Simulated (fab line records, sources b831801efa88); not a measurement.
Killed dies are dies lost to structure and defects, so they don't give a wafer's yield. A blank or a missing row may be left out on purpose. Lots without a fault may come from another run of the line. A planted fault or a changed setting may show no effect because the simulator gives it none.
fab line records | flow sky130
record lots=11 wafers=33 last_day=49
route steps=708 shown VIA1@481 METAL2@484 PAD_OPEN@708
lots that met no fault: from a run of the same line without faults
start_h: hours from the record's first day to the start of the lot's first wafer shown | wait_h: hours since the lot's step before | " the same as in the row above | L1.1+2: a row that stands for several wafers | - no value, or no start given | * or withheld: withheld | < > ~ a bound
route shown NAME@n: a module of which the file shows steps, and the number in the route of the first | usual: mean/standard deviation of fault-free wafers | same: alike in all rows | chamber/n: place in a boat | sites: the reading at each site | _std_site: their standard deviation | _edge_site: outer sites' mean less inner sites' | radius_mm: how far each site lies from the wafer's centre | mask NAME#n: copy n | behind: the tool/chamber that last shaped the wafer | hold: why the lot was held/for how many hours/how that ended | device: the transistor (n, p or np) that didn't switch | end of line: the same wafers' tests at the end of the route | a step without rows: its recipe alone | killed: dies lost to structure and defects at the first sort, not the wafer's yield | map: a wafer's dies, x killed, . not, _ none there
set.NAME: the setting as run; set.NAME@STEP: as run at that earlier step | model.NAME: the simulator's own value behind a step, which no gauge read
steps of the route over a sample of lots; a table a step, a row a wafer
services: from which hour (start_h, from the record's first day; less than 0 if before it) a tool's chamber was out of use, for how many hours, and why
## steps
# step SKY_VIA1_THK_MEAS_23
# recipe thk_meas_gauge=xrf reads=W_of_VIA1_CVD_21
# usual VIA1_W_THK=264/3.4
# columns lot.wafer tool chamber start_h wait_h VIA1_W_THK[nm]
L302.1 film_metro-01 - 785.68 0.1 266
L302.2 " - " " 266
L302.5 " - " " 266
L306.2 film_metro-01 - 825.91 0.1 271
L306.3 " - " " 265
L306.4 " - " " 269
L308.3 film_metro-01 - 845.34 0.1 268
L308.4 " - " " 264
L308.6 " - " " 265
L307.4 film_metro-02 - 847.50 0.1 263
L307.5 " - " " 261
L307.6 " - " " 259
L309.2 film_metro-01 - 853.81 0.1 261
L309.3 " - " " 265
L309.5 " - " " 263
L310.2 film_metro-01 - 855.62 0.1 271
L310.4 " - " " 268
L310.6 " - " " 265
L317.4 film_metro-01 - 906.61 0.1 269
L317.5 " - " " 266
L317.6 " - " " 266
L318.1 film_metro-01 - 916.27 0.1 271
L318.4 " - " " 269
L318.6 " - " " 267
L319.4 film_metro-04 - 918.74 0.1 263
L319.5 " - " " 265
L319.6 " - " " 261
L322.2 film_metro-02 - 940.50 0.1 259
L322.3 " - " " 263
L322.4 " - " " 259
L324.1 film_metro-02 - 946.15 0.1 265
L324.2 " - " " 260
L324.4 " - " " 264
# step SKY_METAL2_SPUTTER_01
# recipe material=TiN target_thk_nm=20 power_w=6500 time_s=16.7 chamber_pressure_pa=0.4
# usual throttle_valve_pct=30.0/0.78
# columns lot.wafer tool chamber start_h wait_h throttle_valve_pct
L302.1 pvd_sputter-02 - 786.06 0.0 29.7
L302.2 " - " " 30.6
L302.5 " - " " 29.7
L306.2 pvd_sputter-04 - 826.29 0.0 30.6
L306.3 " - " " 29.4
L306.4 " - " " 29.0
L308.3 pvd_sputter-04 - 845.70 0.0 30.8
L308.4 " - " " 30.2
L308.6 " - " " 28.5
L307.4 pvd_sputter-01 - 847.85 0.0 30.0
L307.5 " - " " 29.0
L307.6 " - " " 29.0
L309.2 pvd_sputter-04 - 854.19 0.0 30.7
L309.3 " - " " 30.1
L309.5 " - " " 29.4
L310.2 pvd_sputter-02 - 855.99 0.0 29.6
L310.4 " - " " 31.4
L310.6 " - " " 29.9
L317.4 pvd_sputter-01 - 906.97 0.0 29.8
L317.5 " - " " 29.7
L317.6 " - " " 29.8
L318.1 pvd_sputter-02 - 917.08 0.0 29.7
L318.4 " - " " 30.1
L318.6 " - " " 30.1
L319.4 pvd_sputter-01 - 919.09 0.0 29.9
L319.5 " - " " 29.6
L319.6 " - " " 30.2
L322.2 pvd_sputter-04 - 940.88 0.0 31.0
L322.3 " - " " 29.4
L322.4 " - " " 29.8
L324.1 pvd_sputter-01 - 946.54 0.0 29.9
L324.2 " - " " 30.1
L324.4 " - " " 29.2
# step SKY_METAL2_SPUTTER_02
# recipe material=AlCu target_thk_nm=250 power_w=10600 time_s=13.3 chamber_pressure_pa=0.4
# usual throttle_valve_pct=30.0/0.78
# columns lot.wafer tool chamber start_h wait_h throttle_valve_pct
L302.1 pvd_sputter-02 - 786.09 0.0 29.9
L302.2 " - " " 30.8
L302.5 " - " " 29.8
L306.2 pvd_sputter-04 - 826.31 0.0 30.8
L306.3 " - " " 29.3
L306.4 " - " " 29.1
L308.3 pvd_sputter-04 - 845.73 0.0 31.0
L308.4 " - " " 30.1
L308.6 " - " " 28.8
L307.4 pvd_sputter-01 - 847.88 0.0 30.1
L307.5 " - " " 28.8
L307.6 " - " " 29.1
L309.2 pvd_sputter-04 - 854.21 0.0 30.9
L309.3 " - " " 30.2
L309.5 " - " " 29.2
L310.2 pvd_sputter-02 - 856.01 0.0 29.7
L310.4 " - " " 31.2
L310.6 " - " " 30.1
L317.4 pvd_sputter-01 - 906.99 0.0 29.6
L317.5 " - " " 29.6
L317.6 " - " " 30.3
L318.1 pvd_sputter-02 - 917.10 0.0 29.7
L318.4 " - " " 29.8
L318.6 " - " " 29.8
L319.4 pvd_sputter-01 - 919.12 0.0 29.7
L319.5 " - " " 29.9
L319.6 " - " " 30.0
L322.2 pvd_sputter-04 - 940.90 0.0 30.9
L322.3 " - " " 29.4
L322.4 " - " " 29.7
L324.1 pvd_sputter-01 - 946.56 0.0 29.6
L324.2 " - " " 30.1
L324.4 " - " " 28.9
# step SKY_METAL2_COAT_10
# recipe resist=KrF-thick spin_rpm=3000 resist_thk_nm=450
# usual spin_speed_rpm=2999.6/2.1
# columns lot.wafer tool chamber start_h wait_h spin_speed_rpm
L302.1 litho_track-04 0 799 - 2999.1
L302.2 " 0 800 - 3001.0
L302.5 " 0 " " 3000.7
L306.2 litho_track-04 0 838 - 2999.9
L306.3 " 0 " " 2998.9
L306.4 " 0 " " 2999.8
L308.3 litho_track-04 0 859 - 2628.8
L308.4 " 0 " " 2631.2
L308.6 " 0 " " 2631.0
L307.4 litho_track-04 0 860 - 2628.9
L307.5 " 0 " " 2628.0
L307.6 " 0 " " 2628.6
L309.2 litho_track-04 0 865 - 2630.1
L309.3 " 0 " " 2630.0
L309.5 " 0 866 - 2631.3
L310.2 litho_track-03 0 867 - 3001.4
L310.4 " 0 " " 3003.2
L310.6 " 0 " " 2997.9
L317.4 litho_track-04 0 918 - 3000.2
L317.5 " 0 " " 2999.3
L317.6 " 0 " " 2998.7
L318.1 litho_track-01 0 929 - 2996.5
L318.4 " 0 " " 2998.8
L318.6 " 0 " " 3000.4
L319.4 litho_track-04 0 932 - 2999.4
L319.5 " 0 " " 2999.3
L319.6 " 0 " " 2999.8
L322.2 litho_track-04 0 952 - 2997.7
L322.3 " 0 " " 3002.2
L322.4 " 0 " " 3002.9
L324.1 litho_track-04 0 959 - 3000.3
L324.2 " 0 " " 2999.6
L324.4 " 0 " " 2995.3
# step SKY_METAL2_STRIP_20
# recipe chemistry=O2/N2 power_w=1400 pressure_mtorr=1500 platen_temp_c=withheld o2_flow_sccm=3000 n2_flow_sccm=300 overash_fraction=0.5
# usual drypump_motor_current_A=5.9/0.48 oes_product_au=0.342/0.0049 strip_time_to_endpoint_s=2.68/0.047
# columns lot.wafer tool chamber start_h wait_h drypump_motor_current_A oes_product_au rf_hours_counter_h strip_time_to_endpoint_s
L302.1 plasma_asher-02 1 812.70 0.1 6.6 0.344 102 2.69
L302.2 " 0 " " 5.3 0.351 102 2.72
L302.5 " 1 " " 6.6 0.338 - 2.67
L306.2 plasma_asher-04 0 852.96 0.1 5.3 0.337 10 2.69
L306.3 " 0 " " 5.3 0.339 - 2.72
L306.4 " 1 " " 6.3 0.341 - 2.67
L308.3 plasma_asher-01 1 872.21 0.1 6.4 0.359 - 2.94
L308.4 " 0 " " 5.6 0.360 - 3.00
L308.6 " 0 " " 5.6 0.358 - 3.03
L307.4 plasma_asher-04 0 873.68 0.1 5.3 0.354 - 3.06
L307.5 " 1 " " 6.3 0.355 - 3.05
L307.6 " 0 " " 5.3 0.357 - 3.03
L309.2 plasma_asher-01 0 879.89 0.1 5.6 0.362 45 3.05
L309.3 " 0 " " 5.7 0.360 - 3.05
L309.5 " 1 " " 6.5 0.362 - 3.06
L310.2 plasma_asher-01 1 882.46 0.1 6.4 0.339 45 2.71
L310.4 " 1 " " 6.4 0.350 - 2.66
L310.6 " 1 " " 6.4 0.336 - 2.64
L317.4 plasma_asher-02 0 931.09 0.1 5.3 0.347 - 2.66
L317.5 " 1 " " 6.6 0.338 - 2.69
L317.6 " 0 " " 5.3 0.338 - 2.63
L318.1 plasma_asher-01 0 941.38 0.1 5.6 0.345 50 2.70
L318.4 " 1 " " 6.5 0.339 - 2.70
L318.6 " 1 " " 6.4 0.346 - 2.69
L319.4 plasma_asher-04 1 943.74 0.1 6.2 0.344 - 2.70
L319.5 " 0 " " 5.3 0.346 - 2.68
L319.6 " 1 " " 6.2 0.349 - 2.70
L322.2 plasma_asher-01 0 965.41 0.1 5.6 0.340 53 2.63
L322.3 " 0 " " 5.6 0.337 - 2.63
L322.4 " 1 " " 6.5 0.344 - 2.69
L324.1 plasma_asher-04 1 970.49 0.1 6.2 0.334 23 2.56
L324.2 " 0 " " 5.4 0.351 23 2.67
L324.4 " 1 " " 6.2 0.337 - 2.70
# step SKY_PAD_OPEN_PROBE_99
# usual defect_limited_yield=82.7/1.9 killed_at_M0_to_M3=43/6.8 killed_at_M4_up=2.9/1.7 killed_at_contacts=24/5.4 killed_at_front_end=15/4.8 killed_at_other=0.3/0.57 killed_dies=85/9.4 killed_open=47/7.5 killed_short=38/5.7 sort_bin_3_pad_short=0.8/0.37 sort_bin_5_function=10.2/1.5 sort_bin_6_memory=6.2/1.1 sort_n_pass=407/9.4 sort_yield_pct=82.7/1.9
# same gross_dies=492 killed_at_back_side=0 sort_bin_4_leakage[%]=0 sort_bin_8_speed[%]=0
# columns lot.wafer tool chamber start_h wait_h defect_limited_yield[%] killed_at_M0_to_M3 killed_at_M4_up killed_at_contacts killed_at_front_end killed_at_other killed_dies killed_open killed_short sort_bin_3_pad_short[%] sort_bin_5_function[%] sort_bin_6_memory[%] sort_n_pass sort_yield_pct[%]
L307.4 prober-01 - 1113.96 0.2 82.7 50 2 21 12 0 85 56 29 1.6 10.2 5.5 407 82.7
L307.5 prober-01 - 1114.01 0.2 82.7 51 2 22 10 0 85 52 33 0.6 10.6 6.1 407 82.7
L307.6 prober-01 - 1114.06 0.2 77.4 67 7 22 15 0 111 65 46 0.8 13.6 8.1 381 77.4
L310.2 prober-01 - 1120.72 0.1 81.9 41 0 33 15 0 89 53 36 1.0 10.8 6.3 403 81.9
L310.4 prober-01 - 1120.82 0.2 81.9 46 1 30 12 0 89 44 45 1.4 9.1 7.5 403 81.9
L310.6 prober-01 - 1120.92 0.2 79.1 54 5 28 16 0 103 56 47 0.4 13.4 7.1 389 79.1
L318.1 prober-02 - 1169.27 0.1 80.7 48 3 29 15 0 95 53 42 1.2 10.8 7.3 397 80.7
L318.4 prober-02 - 1169.42 0.2 82.7 38 2 29 16 0 85 43 42 1.4 10.8 5.1 407 82.7
L318.6 prober-02 - 1169.52 0.2 81.7 50 2 26 12 0 90 43 47 0.4 11.2 6.7 402 81.7
L319.4 prober-01 - 1169.33 0.2 84.6 40 0 18 17 1 76 43 33 1.0 8.7 5.7 416 84.6
L319.5 prober-01 - 1169.38 0.2 82.5 48 1 22 15 0 86 51 35 0.8 12.2 4.5 406 82.5
L319.6 prober-01 - 1169.43 0.2 83.5 43 2 23 12 1 81 43 38 0.8 10.0 5.7 411 83.5
L324.1 prober-01 - 1184.58 0.1 82.7 39 2 25 19 0 85 45 40 1.2 9.6 6.5 407 82.7
L324.2 prober-01 - 1184.63 0.1 82.7 35 1 22 26 1 85 47 38 1.0 9.8 6.5 407 82.7
L324.4 prober-01 - 1184.73 0.2 83.5 42 2 24 13 0 81 34 47 1.4 8.5 6.5 411 83.5
# killed by level:class
L307.4 VIA1:geometric_particle:open=16 CONTACT:geometric_particle:open=10 VIA2:geometric_particle:open=7 METAL1:geometric_particle:short=6 VIA3:geometric_particle:open=6 CONTACT:geometric_particle:short=5 POLY_GATE:geometric_particle:open=4 VIA3:geometric_particle:short=4
L307.5 VIA1:geometric_particle:open=17 CONTACT:geometric_particle:open=9 VIA3:geometric_particle:open=7 VIA2:geometric_particle:open=6 VIA2:geometric_particle:short=6 LOCAL_INTERCONNECT:geometric_particle:short=5 LI_CONTACT:geometric_particle:open=4 METAL1:geometric_particle:short=4
L307.6 VIA1:geometric_particle:open=25 VIA2:geometric_particle:open=9 VIA1:geometric_particle:short=9 VIA3:geometric_particle:open=9 CONTACT:geometric_particle:open=8 METAL4:geometric_particle:short=5 POLY_GATE:geometric_particle:open=4 LOCAL_INTERCONNECT:geometric_particle:short=4
L310.2 CONTACT:geometric_particle:open=12 VIA1:geometric_particle:open=9 LI_CONTACT:geometric_particle:open=8 VIA3:geometric_particle:open=8 CONTACT:geometric_particle:short=7 POLY_GATE:geometric_particle:open=6 LI_CONTACT:geometric_particle:short=5 VIA1:geometric_particle:short=5
L310.4 LOCAL_INTERCONNECT:geometric_particle:short=9 CONTACT:geometric_particle:open=8 VIA1:geometric_particle:open=8 VIA3:geometric_particle:open=8 LI_CONTACT:geometric_particle:open=6 METAL2:geometric_particle:short=6 VIA2:geometric_particle:open=6 CONTACT:geometric_particle:short=5
L310.6 CONTACT:geometric_particle:open=13 VIA3:geometric_particle:open=12 METAL2:geometric_particle:short=9 VIA1:geometric_particle:open=8 FIELD_ISO:geometric_particle:open=6 LI_CONTACT:geometric_particle:open=6 METAL3:geometric_particle:short=6 METAL1:geometric_particle:short=5
L318.1 CONTACT:geometric_particle:open=14 VIA1:geometric_particle:open=11 METAL1:geometric_particle:short=8 CONTACT:geometric_particle:short=7 VIA2:geometric_particle:open=7 VIA1:geometric_particle:short=6 VIA3:geometric_particle:open=6 FIELD_ISO:geometric_particle:open=5
L319.4 VIA1:geometric_particle:open=11 CONTACT:geometric_particle:open=9 VIA2:geometric_particle:open=7 METAL2:geometric_particle:short=5 FIELD_ISO:geometric_particle:open=4 FIELD_ISO:geometric_particle:short=4 VIA1:geometric_particle:short=4 POLY_GATE:geometric_particle:open=3
L319.5 CONTACT:geometric_particle:open=10 VIA3:geometric_particle:open=10 VIA1:geometric_particle:open=8 VIA2:geometric_particle:open=8 LI_CONTACT:geometric_particle:open=6 FIELD_ISO:geometric_particle:short=5 METAL1:geometric_particle:short=5 VIA1:geometric_particle:short=4
L318.4 METAL1:geometric_particle:short=10 VIA3:geometric_particle:open=8 LI_CONTACT:geometric_particle:open=8 VIA1:geometric_particle:open=8 CONTACT:geometric_particle:open=7 CONTACT:geometric_particle:short=6 FIELD_ISO:geometric_particle:open=5 LI_CONTACT:geometric_particle:short=4
L319.6 VIA1:geometric_particle:open=12 CONTACT:geometric_particle:open=10 VIA1:geometric_particle:short=7 LI_CONTACT:geometric_particle:open=6 VIA2:geometric_particle:open=6 METAL2:geometric_particle:short=4 METAL3:geometric_particle:short=4 POLY_GATE:geometric_particle:short=3
L318.6 CONTACT:geometric_particle:open=8 VIA1:geometric_particle:open=8 METAL1:geometric_particle:short=7 LI_CONTACT:geometric_particle:open=7 VIA2:geometric_particle:open=7 CONTACT:geometric_particle:short=6 METAL2:geometric_particle:short=6 VIA1:geometric_particle:short=5
L324.1 VIA1:geometric_particle:open=9 CONTACT:geometric_particle:open=8 LOCAL_INTERCONNECT:geometric_particle:short=7 FIELD_ISO:geometric_particle:open=5 POLY_GATE:geometric_particle:open=5 CONTACT:geometric_particle:short=5 METAL1:geometric_particle:short=5 VIA2:geometric_particle:open=5
L324.2 FIELD_ISO:geometric_particle:short=10 LI_CONTACT:geometric_particle:open=9 VIA1:geometric_particle:open=9 FIELD_ISO:geometric_particle:open=7 CONTACT:geometric_particle:open=7 VIA3:geometric_particle:open=7 CONTACT:geometric_particle:short=4 METAL1:geometric_particle:short=4
L324.4 LI_CONTACT:geometric_particle:open=9 METAL2:geometric_particle:short=6 METAL3:geometric_particle:short=5 VIA2:geometric_particle:open=5 VIA2:geometric_particle:short=5 METAL1:geometric_particle:short=4 LI_CONTACT:geometric_particle:short=4 CONTACT:geometric_particle:short=4
## services
# columns tool chamber start_h hours kind
pvd_sputter-01 1 792.44 - consumable_replace:kit
pvd_sputter-01 1 792.44 18.0 scheduled_down
pvd_sputter-01 1 792.44 18.0 vent_cycle
pvd_sputter-02 3 832.59 - consumable_replace:kit
pvd_sputter-02 3 832.59 18.0 scheduled_down
pvd_sputter-02 3 832.59 18.0 vent_cycle
pvd_sputter-02 - 857.42 0.7 repair
plasma_asher-01 - 868.07 1.5 repair
pvd_sputter-04 - 869.55 6.5 repair
pvd_sputter-01 - 876.32 5.7 repair
plasma_asher-01 - 885.54 10.4 repair
pvd_sputter-04 2 906.91 - consumable_replace:kit
pvd_sputter-04 2 906.91 18.0 scheduled_down
pvd_sputter-04 2 906.91 18.0 vent_cycle
plasma_asher-01 - 909.22 1.1 repair
pvd_sputter-02 - 913.96 2.0 repair
plasma_asher-04 - 916.56 0.7 repair
pvd_sputter-04 - 931.35 1.4 repair
pvd_sputter-01 0 934.93 - consumable_replace:kit
pvd_sputter-01 0 934.93 18.0 scheduled_down
pvd_sputter-01 0 934.93 18.0 vent_cycle
plasma_asher-04 - 936.03 3.9 repair
plasma_asher-04 - 960.05 0.6 repair
plasma_asher-01 - 965.74 7.1 repair
## key
first_sign step=SKY_METAL2_COAT_10 reading=spin_speed_rpm direction=down sigmas=99+ usual=2999.6 struck=2629.8
effect step=SKY_METAL2_STRIP_20 reading=strip_time_to_endpoint_s direction=up sigmas=7.5 usual=* struck=*
met_at SKY_METAL2_COAT_10
struck_lots L307,L308,L309
not_acting_at SKY_VIA1_THK_MEAS_23,SKY_METAL2_SPUTTER_01,SKY_METAL2_SPUTTER_02
onset_between 838 859
fault kind=process_parameter_drift tool=litho_track-04 chamber=- onset_h=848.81 steps=SKY_METAL2_COAT_10 channel=spin_rpm offset=-372.35 shape=step end_h=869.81 acts_in=these_recipes_only stated=3000
